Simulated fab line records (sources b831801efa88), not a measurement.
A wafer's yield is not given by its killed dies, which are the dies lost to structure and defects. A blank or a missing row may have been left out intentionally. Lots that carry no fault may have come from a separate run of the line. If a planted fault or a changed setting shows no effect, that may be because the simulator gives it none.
fab line records ; flow sfqLine
record lots=7; wafers=19; lastDay=82
route steps=325 shown M6@251 I6@266 M7@281 M8@325
lots that met no fault: taken from a fault-free run of the same line
startH: hours from the record's first day to the start of the lot's first wafer shown ; waitH: how many hours have passed since the lot's step before this one ; " identical to the entry in the row above ; L1.1+2: a single row standing in for several wafers ; - no value, or no start was given ; * or withheld: withheld ; < > ~ a bound
route shown NAME@n: a module of which the file shows steps, and the number in the route of the first ; usual: average and standard deviation across the fault-free wafers ; same: alike in all rows ; chamber/n: place in a boat ; sites: readings site by site ; _std_site: how widely they spread, as a standard deviation ; _edge_site: mean of outer sites minus mean of inner sites ; radiusMm: how far each site lies from the wafer's centre ; mask NAME#n: copy n ; behind: the last tool/chamber to shape the wafer ; hold: why the lot was held/for how many hours/how that ended ; device: the transistor (n, p or np) that didn't switch ; end of line: the tests these same wafers got at the end of their route ; where a step has no rows: the recipe by itself ; killed: not the wafer's yield, but the dies lost to structure and defects at the first sort ; map: a wafer's dies, x killed, . not, _ none there
set.NAME: setting as actually run; set.NAME@STEP: the setting as run at that earlier step ; model.NAME: the simulator's own value behind a step, which no gauge read
lots at some steps of the route; a table a step, a row a wafer
services: when a tool's chamber went out of use (startH, in hours from the record's first day, below 0 if earlier), for how many hours, and the reason
## steps
# step SFQ_TRILAYER_M6_DEP_PRE_CLEAN_158
# recipe gas=Ar; timeS=22.5; biasV=250
# step SFQ_TRILAYER_M6_DEP_SPUTTER_157
# recipe material=Nb; basePressurePa=1.33e-06; chamberPressurePa=0.1333; substrateTempC=20; targetThkNm=200; powerW=2000; timeS=133.3
# usual throttleValvePct=30.1/0.91
lot.wafer;tool;chamber;startH;waitH;throttleValvePct
L497.1;pvdSputter-06;-;1601.46;0.0;30.2
L497.2;pvdSputter-06;-;1601.46;0.0;29.2
L497.5;pvdSputter-06;-;1601.46;0.0;28.9
L502.1;pvdSputter-04;-;1633.08;0.0;30.7
L502.3;pvdSputter-04;-;1633.08;0.0;30.8
L502.4;pvdSputter-04;-;1633.08;0.0;31.0
L508.1;pvdSputter-05;-;1683.13;0.0;29.5
L508.2;pvdSputter-05;-;1683.13;0.0;29.8
L508.4;pvdSputter-05;-;1683.13;0.0;29.3
L509.2;pvdSputter-04;-;1684.33;0.0;31.1
L509.6;pvdSputter-04;-;1684.33;0.0;30.6
L511.2;pvdSputter-04;-;1721.33;0.0;30.6
L511.6;pvdSputter-04;-;1721.33;0.0;31.1
L513.1;pvdSputter-06;-;1730.93;0.0;31.3
L513.3;pvdSputter-06;-;1730.93;0.0;30.1
L513.5;pvdSputter-06;-;1730.93;0.0;30.2
L514.1;pvdSputter-04;-;1733.33;0.0;30.7
L514.5;pvdSputter-04;-;1733.33;0.0;30.9
L514.6;pvdSputter-04;-;1733.33;0.0;30.6
# step SFQ_M6_RS_MEAS_938
# recipe thkMeasGauge=four-point-probe; reads=Nb_of_TRILAYER_M6_DEP_SPUTTER_157
# usual M6_NB_RS=0.889/0.0093
lot.wafer;tool;chamber;startH;waitH;M6_NB_RS[ohm/sq]
L497.1;filmMetro-02;-;1601.55;0.0;0.880
L497.2;filmMetro-02;-;1601.55;0.0;0.890
L497.5;filmMetro-02;-;1601.55;0.0;0.884
L502.1;filmMetro-04;-;1633.17;0.0;0.886
L502.3;filmMetro-04;-;1633.17;0.0;0.890
L502.4;filmMetro-04;-;1633.17;0.0;0.892
L508.1;filmMetro-02;-;1683.22;0.0;0.881
L508.2;filmMetro-02;-;1683.22;0.0;0.883
L508.4;filmMetro-02;-;1683.22;0.0;0.892
L509.2;filmMetro-04;-;1684.44;0.1;0.877
L509.6;filmMetro-04;-;1684.44;0.1;0.868
L511.2;filmMetro-04;-;1721.44;0.1;0.908
L511.6;filmMetro-04;-;1721.44;0.1;0.892
L513.1;filmMetro-04;-;1731.02;0.0;0.891
L513.3;filmMetro-04;-;1731.02;0.0;0.888
L513.5;filmMetro-04;-;1731.02;0.0;0.888
L514.1;filmMetro-04;-;1733.42;0.0;0.889
L514.5;filmMetro-04;-;1733.42;0.0;0.890
L514.6;filmMetro-04;-;1733.42;0.0;0.888
# step SFQ_TRILAYER_M6_LITHO_COAT_164
# recipe resist=BARC; spinRpm=3000; resistThkNm=62
# step SFQ_TRILAYER_M6_LITHO_COAT_159
# recipe resist=KrF; spinRpm=3000; resistThkNm=600
# step SFQ_TRILAYER_M6_LITHO_SOFTBAKE_163
# recipe tempC=withheld; timeS=withheld; resist=KrF
# step SFQ_TRILAYER_M6_LITHO_EXPOSE_160
# recipe maskId=M6; na=0.6; sourceShape=conventional; sigmaOuter=0.65; targetCdNm=500; doseMj=14.4
# step SFQ_TRILAYER_M6_LITHO_PEB_162
# recipe pebTempC=115; pebTimeS=60; resist=KrF
# step SFQ_TRILAYER_M6_LITHO_DEVELOP_161
# recipe timeS=60; resist=KrF
# step SFQ_M6_OVL_MEAS_940
# usual M6_OVL=-1/5.6
lot.wafer;tool;chamber;startH;waitH;M6_OVL[nm]
L497.1;overlay-01;-;1639.37;0.1;-6
L497.2;overlay-01;-;1639.37;0.1;-5
L497.5;overlay-01;-;1639.37;0.1;-12
L502.1;overlay-01;-;1658.67;0.1;-4
L502.3;overlay-01;-;1658.67;0.1;0
L502.4;overlay-01;-;1658.67;0.1;0
L508.1;overlay-02;-;1712.20;0.1;-4
L508.2;overlay-02;-;1712.20;0.1;4
L508.4;overlay-02;-;1712.20;0.1;-1
L509.2;overlay-01;-;1715.61;0.1;6
L509.6;overlay-01;-;1715.61;0.1;6
L511.2;overlay-01;-;1746.80;0.1;4
L511.6;overlay-01;-;1746.80;0.1;7
L513.1;overlay-01;-;1757.59;0.1;10
L513.3;overlay-01;-;1757.59;0.1;11
L513.5;overlay-01;-;1757.59;0.1;10
L514.1;overlay-02;-;1763.24;0.1;1
L514.5;overlay-02;-;1763.24;0.1;3
L514.6;overlay-02;-;1763.24;0.1;2
# step SFQ_TRILAYER_M6_BARC_OPEN_METAL_ETCH_206
# recipe maskMaterial=PR; chemistry=O2; targetDepthNm=125; target=BARC; icpW=600; biasW=80; pressureMtorr=10; timeS=41.7
# step SFQ_TRILAYER_M6_ETCH_METAL_ETCH_162
# recipe target=Nb; stopOn=SiO2; maskMaterial=PR; chemistry=Cl2/Ar; targetDepthNm=240; icpW=600; biasW=80; pressureMtorr=10; timeS=120
# usual drypumpMotorCurrentA=5.5/0.44; oesProductAu=0.894/0.0067; runLengthS=148.3/0.48
lot.wafer;tool;chamber;startH;waitH;drypumpMotorCurrentA;oesProductAu;rfHoursCounterH;runLengthS;model.KrF_of_TRILAYER_M6_LITHO_COAT_159.thkNm;model.etch.depthNm;model.M6.featureDepthNm
L497.1;rieMetal-01;0;1639.46;0.0;6.1;0.896;89;147.4;384.1;201.8;201.8
L497.2;rieMetal-01;1;1639.46;0.0;5.5;0.894;36;148.1;383.8;199.8;199.8
L497.5;rieMetal-01;0;1639.46;0.0;6.1;0.900;-;147.8;385.2;201.2;201.2
L502.1;rieMetal-01;0;1658.76;0.0;6.1;0.893;93;148.0;379.1;200.8;200.8
L502.3;rieMetal-01;0;1658.76;0.0;6.1;0.894;-;147.5;380.3;199.9;199.9
L502.4;rieMetal-01;1;1658.76;0.0;5.5;0.891;-;148.4;380.8;199.7;199.7
L508.1;rieMetal-01;1;1712.30;0.0;5.5;0.995;50;114.6;420.4;169.8;169.8
L508.2;rieMetal-01;0;1712.30;0.0;6.1;0.890;102;147.4;378.4;201.2;201.2
L508.4;rieMetal-01;1;1712.30;0.0;5.5;0.896;-;148.3;381.6;199.4;199.4
L509.2;rieMetal-01;0;1715.70;0.0;6.1;0.896;103;147.5;381.6;203;203
L509.6;rieMetal-01;1;1715.70;0.0;5.5;0.989;-;114.5;424.2;169.6;169.6
L511.2;rieMetal-01;0;1746.89;0.0;6.1;0.871;107;147.6;385.1;195.4;195.4
L511.6;rieMetal-01;1;1746.89;0.0;5.5;0.985;-;114.3;425.2;168.2;168.2
L513.1;rieMetal-04;1;1757.69;0.0;5.0;0.900;37;149.0;382.4;199.4;199.4
L513.3;rieMetal-04;1;1757.69;0.0;5.0;0.899;-;148.8;384.5;200.7;200.7
L513.5;rieMetal-04;0;1757.69;0.0;5.3;0.887;-;148.2;380.2;200.1;200.1
L514.1;rieMetal-04;1;1763.34;0.0;5.0;0.898;38;148.5;382.9;199.9;199.9
L514.5;rieMetal-04;0;1763.34;0.0;5.2;0.892;-;148.4;379.4;199.1;199.1
L514.6;rieMetal-04;1;1763.34;0.0;5.0;0.892;-;148.8;384;200;200
# step SFQ_TRILAYER_M6_STRIP_STRIP_163
# recipe gas=O2; powerW=200; platenTempC=40; overashFraction=0.65; chemistry=O2; pressureMtorr=50
# usual drypumpMotorCurrentA=5.5/0.44; oesProductAu=0.999/0.0074
lot.wafer;tool;chamber;startH;waitH;drypumpMotorCurrentA;oesProductAu;rfHoursCounterH
L497.1;rieMetal-01;0;1639.59;0.1;6.1;1.000;89
L497.2;rieMetal-01;1;1639.59;0.1;5.5;0.996;36
L497.5;rieMetal-01;0;1639.59;0.1;6.1;0.998;-
L502.1;rieMetal-01;0;1658.89;0.1;6.1;1.004;93
L502.3;rieMetal-01;0;1658.89;0.1;6.1;0.991;-
L502.4;rieMetal-01;1;1658.89;0.1;5.5;0.995;-
L508.1;rieMetal-01;1;1712.42;0.1;5.5;0.999;50
L508.2;rieMetal-01;0;1712.42;0.1;6.1;1.001;102
L508.4;rieMetal-01;1;1712.42;0.1;5.5;0.993;-
L509.2;rieMetal-01;0;1715.82;0.1;6.1;1.020;103
L509.6;rieMetal-01;1;1715.82;0.1;5.5;0.998;-
L511.2;rieMetal-01;0;1747.01;0.1;6.1;1.004;107
L511.6;rieMetal-01;1;1747.01;0.1;5.5;1.003;-
L513.1;rieMetal-04;1;1757.81;0.1;5.0;0.997;37
L513.3;rieMetal-04;1;1757.81;0.1;5.0;0.986;-
L513.5;rieMetal-04;0;1757.81;0.1;5.2;1.016;-
L514.1;rieMetal-04;1;1763.46;0.1;5.0;1.009;38
L514.5;rieMetal-04;0;1763.46;0.1;5.2;1.004;-
L514.6;rieMetal-04;1;1763.46;0.1;5.0;1.002;-
# step SFQ_TRILAYER_M6_STRIP_SOLV_CLEAN_164
# recipe chemistry=NMP; tempC=70; timeS=600
# step SFQ_TRILAYER_I6_DEP_PECVD_165
# recipe material=SiO2; tempC=150; timeS=111.11; pressureTorr=2.4; rfW=183.3; precursor=SiH4/N2O; targetThkNm=500
# step SFQ_TRILAYER_I6_CMP_CMP_166
# recipe material=SiO2; downForcePsi=3; platenRpm=60; padVelocityMS=0.94248
# usual edgeZonePressureFrac=0.999/0.0056; motorCurrentA=10.5/1; timeToEndpointS=211/7.1
lot.wafer;tool;chamber;startH;waitH;edgeZonePressureFrac;motorCurrentA;timeToEndpointS
L497.2;cmp-01;2;1644.44;4.0;0.998;10.3;218
L497.1;cmp-01;0;1645.44;5.0;0.995;11.7;220
L497.5;cmp-01;2;1646.44;6.0;1.005;9.8;225
L502.1;cmp-01;0;1665.94;6.2;0.998;11.0;208
L502.3;cmp-01;1;1665.94;6.2;0.989;12.0;217
L502.4;cmp-01;2;1665.94;6.2;0.998;9.8;209
L508.1;cmp-02;0;1716.88;3.6;1.006;10.0;208
L508.2;cmp-02;1;1716.88;3.6;0.999;11.2;209
L508.4;cmp-02;3;1718.38;5.1;1.008;9.7;203
L509.2;cmp-02;0;1723.95;7.3;1.007;10.0;206
L509.6;cmp-02;3;1725.57;8.9;0.988;9.9;204
L511.2;cmp-02;3;1751.11;3.3;0.998;9.6;210
L511.6;cmp-02;1;1752.11;4.2;0.986;11.1;216
L513.1;cmp-02;2;1759.11;0.5;0.995;9.4;206
L513.3;cmp-02;3;1759.11;0.5;1.003;9.4;211
L513.5;cmp-02;2;1761.11;2.4;0.998;9.7;212
L514.1;cmp-01;2;1767.62;3.3;1.000;9.8;201
L514.6;cmp-01;0;1768.62;4.3;1.004;11.8;214
L514.5;cmp-01;1;1768.62;4.3;0.998;11.5;209
# step SFQ_I6_BOW_MEAS_941
# recipe mode=bow
# usual I6_BOW=8/10
lot.wafer;tool;chamber;startH;waitH;I6_BOW[um]
L497.1;filmMetro-02;-;1647.44;1.5;-4
L497.2;filmMetro-02;-;1647.44;1.5;-9
L497.5;filmMetro-02;-;1647.44;1.5;4
L502.1;filmMetro-01;-;1668.44;2.0;-13
L502.3;filmMetro-01;-;1668.44;2.0;3
L502.4;filmMetro-01;-;1668.44;2.0;3
L508.1;filmMetro-01;-;1719.88;2.5;24
L508.2;filmMetro-01;-;1719.88;2.5;22
L508.4;filmMetro-01;-;1719.88;2.5;36
L509.2;filmMetro-02;-;1726.13;1.6;11
L509.6;filmMetro-02;-;1726.13;1.6;13
L511.2;filmMetro-01;-;1753.13;1.5;-4
L511.6;filmMetro-01;-;1753.13;1.5;10
L513.1;filmMetro-01;-;1762.11;2.5;21
L513.3;filmMetro-01;-;1762.11;2.5;-5
L513.5;filmMetro-01;-;1762.11;2.5;7
L514.1;filmMetro-02;-;1769.62;1.5;-7
L514.5;filmMetro-02;-;1769.62;1.5;6
L514.6;filmMetro-02;-;1769.62;1.5;5
# step SFQ_TRILAYER_I6_METRO_MEASURE_167
# step SFQ_TRILAYER_I6_VIA_LITHO_COAT_174
# recipe resist=BARC; spinRpm=3000; resistThkNm=62
# step SFQ_TRILAYER_I6_VIA_LITHO_COAT_169
# recipe resist=KrF; spinRpm=3000; resistThkNm=650
# step SFQ_TRILAYER_I6_VIA_LITHO_SOFTBAKE_173
# recipe tempC=withheld; timeS=withheld; resist=KrF
# step SFQ_TRILAYER_I6_VIA_LITHO_EXPOSE_170
# recipe maskId=I6; na=0.6; sourceShape=conventional; sigmaOuter=0.65; targetCdNm=700; doseMj=21.3
# step SFQ_TRILAYER_I6_VIA_LITHO_PEB_172
# recipe pebTempC=115; pebTimeS=60; resist=KrF
# step SFQ_TRILAYER_I6_VIA_LITHO_DEVELOP_171
# recipe timeS=60; resist=KrF
# step SFQ_I6_OVL_MEAS_942
# usual I6_OVL=-2/5.8
lot.wafer;tool;chamber;startH;waitH;I6_OVL[nm]
L497.1;overlay-01;-;1672.97;0.1;-9
L497.2;overlay-01;-;1672.97;0.1;-4
L497.5;overlay-01;-;1672.97;0.1;1
L502.1;overlay-02;-;1700.20;0.1;5
L502.3;overlay-02;-;1700.20;0.1;3
L502.4;overlay-02;-;1700.20;0.1;0
L508.1;overlay-01;-;1745.59;0.1;0
L508.2;overlay-01;-;1745.59;0.1;1
L508.4;overlay-01;-;1745.59;0.1;1
L509.2;overlay-01;-;1752.80;0.1;-11
L509.6;overlay-01;-;1752.80;0.1;-13
L511.2;overlay-02;-;1782.45;0.1;4
L511.6;overlay-02;-;1782.45;0.1;1
L513.1;overlay-02;-;1792.04;0.1;-10
L513.3;overlay-02;-;1792.04;0.1;-11
L513.5;overlay-02;-;1792.04;0.1;-7
L514.1;overlay-02;-;1795.64;0.1;-8
L514.5;overlay-02;-;1795.64;0.1;-5
L514.6;overlay-02;-;1795.64;0.1;-2
# step SFQ_TRILAYER_I6_VIA_BARC_OPEN_VIA_ETCH_235
# recipe maskMaterial=PR; chemistry=O2; targetDepthNm=125; target=BARC; sourceW=500; biasW=80; pressureMtorr=30; timeS=41.7
# step SFQ_TRILAYER_I6_VIA_ETCH_VIA_ETCH_172
# recipe target=SiO2; stopOn=Nb; maskMaterial=PR; taperDeg=20; chemistry=CHF3; targetDepthNm=260; sourceW=500; biasW=80; pressureMtorr=30; timeS=withheld
# step SFQ_TRILAYER_I6_VIA_STRIP_STRIP_173
# recipe gas=O2; powerW=200; platenTempC=40; overashFraction=0.65; chemistry=O2; pressureMtorr=50
# usual drypumpMotorCurrentA=5.6/0.56; oesProductAu=1.000/0.0071
lot.wafer;tool;chamber;startH;waitH;drypumpMotorCurrentA;oesProductAu;rfHoursCounterH
L497.1;rieMetal-02;0;1673.15;-;6.4;1.000;90
L497.2;rieMetal-02;1;1673.15;-;5.6;0.998;37
L497.5;rieMetal-02;1;1673.15;-;5.6;0.994;-
L502.1;rieMetal-03;0;1700.39;-;6.0;1.006;58
L502.3;rieMetal-03;1;1700.39;-;5.0;1.010;-
L502.4;rieMetal-03;0;1700.39;-;6.0;0.999;-
L508.1;rieMetal-02;0;1745.78;-;6.4;0.986;103
L508.2;rieMetal-02;1;1745.78;-;5.6;0.998;50
L508.4;rieMetal-02;0;1745.78;-;6.4;1.003;-
L509.2;rieMetal-03;1;1752.98;-;5.0;1.012;93
L509.6;rieMetal-03;0;1752.98;-;6.0;1.000;-
L511.2;rieMetal-03;0;1782.63;-;6.0;1.013;74
L511.6;rieMetal-03;1;1782.63;-;5.0;1.004;-
L513.1;rieMetal-02;1;1792.23;-;5.6;0.997;58
L513.3;rieMetal-02;1;1792.23;-;5.6;1.004;-
L513.5;rieMetal-02;1;1792.23;-;5.6;0.990;-
L514.1;rieMetal-04;1;1795.83;-;5.0;1.000;45
L514.5;rieMetal-04;1;1795.83;-;5.0;0.992;-
L514.6;rieMetal-04;1;1795.83;-;5.0;1.004;-
# step SFQ_TRILAYER_I6_VIA_STRIP_SOLV_CLEAN_174
# recipe chemistry=NMP; tempC=70; timeS=600
# step SFQ_TRILAYER_M7_DEP_PRE_CLEAN_176
# recipe gas=Ar; timeS=22.5; biasV=250
# step SFQ_TRILAYER_M7_DEP_SPUTTER_175
# recipe material=Nb; basePressurePa=1.33e-06; chamberPressurePa=0.1333; substrateTempC=20; targetThkNm=200; powerW=2000; timeS=133.3
# step SFQ_M7_RS_MEAS_943
# recipe thkMeasGauge=four-point-probe; reads=Nb_of_TRILAYER_M7_DEP_SPUTTER_175
# usual M7_NB_RS=0.887/0.0072
lot.wafer;tool;chamber;startH;waitH;M7_NB_RS[ohm/sq]
L497.1;filmMetro-04;-;1674.05;0.0;0.888
L497.2;filmMetro-04;-;1674.05;0.0;0.886
L497.5;filmMetro-04;-;1674.05;0.0;0.892
L502.1;filmMetro-04;-;1701.29;0.0;0.886
L502.3;filmMetro-04;-;1701.29;0.0;0.872
L502.4;filmMetro-04;-;1701.29;0.0;0.881
L508.1;filmMetro-03;-;1746.68;0.0;0.889
L508.2;filmMetro-03;-;1746.68;0.0;0.882
L508.4;filmMetro-03;-;1746.68;0.0;0.880
L509.2;filmMetro-03;-;1753.90;0.1;0.885
L509.6;filmMetro-03;-;1753.90;0.1;0.888
L511.2;filmMetro-01;-;1783.55;0.1;0.890
L511.6;filmMetro-01;-;1783.55;0.1;0.890
L513.1;filmMetro-01;-;1793.13;0.0;0.884
L513.3;filmMetro-01;-;1793.13;0.0;0.890
L513.5;filmMetro-01;-;1793.13;0.0;0.887
L514.1;filmMetro-03;-;1797.33;0.0;0.895
L514.5;filmMetro-03;-;1797.33;0.0;0.888
L514.6;filmMetro-03;-;1797.33;0.0;0.900
# step SFQ_TRILAYER_M7_LITHO_COAT_182
# recipe resist=BARC; spinRpm=3000; resistThkNm=62
# step SFQ_TRILAYER_M7_LITHO_COAT_177
# recipe resist=KrF; spinRpm=3000; resistThkNm=600
# step SFQ_TRILAYER_M7_LITHO_SOFTBAKE_181
# recipe tempC=withheld; timeS=withheld; resist=KrF
# step SFQ_TRILAYER_M7_LITHO_EXPOSE_178
# recipe maskId=M7; na=0.6; sourceShape=conventional; sigmaOuter=0.65; targetCdNm=500; doseMj=14.4
# step SFQ_TRILAYER_M7_LITHO_PEB_180
# recipe pebTempC=115; pebTimeS=60; resist=KrF
# step SFQ_TRILAYER_M7_LITHO_DEVELOP_179
# recipe timeS=60; resist=KrF
# step SFQ_M7_OVL_MEAS_945
# usual M7_OVL=-1/6.5
lot.wafer;tool;chamber;startH;waitH;M7_OVL[nm]
L497.1;overlay-01;-;1705.00;0.1;-5
L497.2;overlay-01;-;1705.00;0.1;-6
L497.5;overlay-01;-;1705.00;0.1;-1
L502.1;overlay-02;-;1728.80;0.1;-3
L502.3;overlay-02;-;1728.80;0.1;6
L502.4;overlay-02;-;1728.80;0.1;1
L508.1;overlay-02;-;1774.04;0.1;7
L508.2;overlay-02;-;1774.04;0.1;10
L508.4;overlay-02;-;1774.04;0.1;8
L509.2;overlay-02;-;1780.05;0.1;-11
L509.6;overlay-02;-;1780.05;0.1;-7
L511.2;overlay-02;-;1805.25;0.1;6
L511.6;overlay-02;-;1805.25;0.1;2
L513.1;overlay-01;-;1816.04;0.1;-19
L513.3;overlay-01;-;1816.04;0.1;-17
L513.5;overlay-01;-;1816.04;0.1;-22
L514.1;overlay-01;-;1823.24;0.1;2
L514.5;overlay-01;-;1823.24;0.1;7
L514.6;overlay-01;-;1823.24;0.1;9
# step SFQ_TRILAYER_M7_BARC_OPEN_METAL_ETCH_229
# recipe maskMaterial=PR; chemistry=O2; targetDepthNm=125; target=BARC; icpW=600; biasW=80; pressureMtorr=10; timeS=41.7
# usual drypumpMotorCurrentA=5.8/0.5; oesProductAu=0.685/0.0049; runLengthS=69.9/0.38
lot.wafer;tool;chamber;startH;waitH;drypumpMotorCurrentA;oesProductAu;rfHoursCounterH;runLengthS
L497.1;rieMetal-03;0;1705.04;0.0;6.1;0.671;59;70.1
L497.2;rieMetal-03;1;1705.04;0.0;4.9;0.683;83;70.4
L497.5;rieMetal-03;1;1705.04;0.0;4.9;0.678;-;69.9
L502.1;rieMetal-03;1;1728.84;0.0;5.0;0.684;89;70.3
L502.3;rieMetal-03;0;1728.84;0.0;6.1;0.680;-;70.4
L502.4;rieMetal-03;1;1728.84;0.0;5.0;0.684;-;69.9
L508.1;rieMetal-01;1;1774.08;0.0;5.5;0.688;60;70.2
L508.2;rieMetal-01;0;1774.08;0.0;6.1;0.684;112;69.7
L508.4;rieMetal-01;1;1774.08;0.0;5.5;0.683;-;69.8
L509.2;rieMetal-01;1;1780.08;0.0;5.5;0.687;61;69.9
L509.6;rieMetal-01;0;1780.08;0.0;6.1;0.695;-;69.7
L511.2;rieMetal-02;1;1805.28;0.0;5.6;0.685;60;69.6
L511.6;rieMetal-02;1;1805.28;0.0;5.6;0.684;-;69.6
L513.1;rieMetal-01;0;1816.08;0.0;6.1;0.679;119;69.3
L513.3;rieMetal-01;0;1816.08;0.0;6.1;0.689;-;69.6
L513.5;rieMetal-01;1;1816.08;0.0;5.5;0.674;-;70.2
L514.1;rieMetal-02;0;1823.28;0.0;6.4;0.690;115;69.5
L514.5;rieMetal-02;0;1823.28;0.0;6.5;0.687;-;69.5
L514.6;rieMetal-02;1;1823.28;0.0;5.6;0.682;-;69.4
# step SFQ_M8_BOW_MEAS_951
# recipe mode=bow
# usual M8_BOW=8/11
lot.wafer;tool;chamber;startH;waitH;M8_BOW[um];model.etest.m6.combLog10Ohm
L497.1;filmMetro-02;-;1815.97;0.0;1;12
L497.2;filmMetro-02;-;1815.97;0.0;-4;12
L497.5;filmMetro-02;-;1815.97;0.0;10;12
L502.1;filmMetro-04;-;1878.39;0.0;-4;12
L502.3;filmMetro-04;-;1878.39;0.0;13;12
L502.4;filmMetro-04;-;1878.39;0.0;12;12
L508.1;filmMetro-02;-;1933.88;0.0;24;0
L508.2;filmMetro-02;-;1933.88;0.0;22;12
L508.4;filmMetro-02;-;1933.88;0.0;38;12
L509.2;filmMetro-02;-;1936.29;0.0;8;12
L509.6;filmMetro-02;-;1936.29;0.0;13;0
L511.2;filmMetro-02;-;1954.97;0.0;-3;12
L511.6;filmMetro-02;-;1954.97;0.0;12;0
L513.1;filmMetro-04;-;1958.55;0.0;24;12
L513.3;filmMetro-04;-;1958.55;0.0;-2;12
L513.5;filmMetro-04;-;1958.55;0.0;10;12
L514.1;filmMetro-01;-;1962.40;0.0;-7;12
L514.5;filmMetro-01;-;1962.40;0.0;5;12
L514.6;filmMetro-01;-;1962.40;0.0;5;12
## services
tool;chamber;startH;hours;kind
pvdSputter-05;-;1592.70;3.2;repair
cmp-02;-;1598.61;4.0;pm
cmp-02;-;1602.61;-;consumableReplace:conditioner
cmp-02;-;1602.61;-;consumableReplace:pad
pvdSputter-04;-;1605.02;11.2;repair
pvdSputter-05;-;1608.88;3.4;repair
rieMetal-02;-;1642.20;0.2;repair
cmp-02;-;1675.71;11.4;pm
pvdSputter-06;-;1676.52;0.6;repair
pvdSputter-06;-;1684.54;6.1;repair
pvdSputter-04;-;1690.26;4.1;repair
rieMetal-04;-;1699.03;14.6;pm
pvdSputter-05;-;1706.57;0.6;repair
pvdSputter-04;2;1708.42;-;consumableReplace:kit
rieMetal-04;-;1713.63;1.4;pm
rieMetal-04;0;1719.21;1.7;repair
cmp-01;-;1721.08;3.5;pm
cmp-01;-;1748.88;0.5;repair
rieMetal-01;-;1752.88;0.4;repair
cmp-01;-;1779.47;4.0;pm
rieMetal-04;0;1790.95;6.4;repair
rieMetal-03;0;1800.24;3.8;repair
rieMetal-02;-;1818.40;2.8;pm
rieMetal-01;1;1819.44;3.7;repair
## key
firstSign step=SFQ_TRILAYER_M6_ETCH_METAL_ETCH_162; reading=runLengthS; direction=down; sigmas=70; usual=*; struck=*
effect step=SFQ_TRILAYER_M6_ETCH_METAL_ETCH_162; reading=oesProductAu; direction=up; sigmas=14; usual=0.894; struck=0.990
modelEffect step=SFQ_TRILAYER_M6_ETCH_METAL_ETCH_162; value=KrF_of_TRILAYER_M6_LITHO_COAT_159.thkNm; without=383.8; struck=423.3
modelEffect step=SFQ_M8_BOW_MEAS_951; value=etest.m6.combLog10Ohm; without=12; struck=0
metAt SFQ_TRILAYER_M6_ETCH_METAL_ETCH_162
struckWafers L508.1,L509.6,L511.6
onsetBetween 1658.76 1712.30
fault kind=processParameterDrift; tool=rieMetal-01; chamber=-; onsetH=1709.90; steps=SFQ_TRILAYER_M6_ETCH_METAL_ETCH_162; channel=timeS; offset=*; shape=step; endH=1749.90; scope=struckWafersOnly; actsIn=*; stated=*
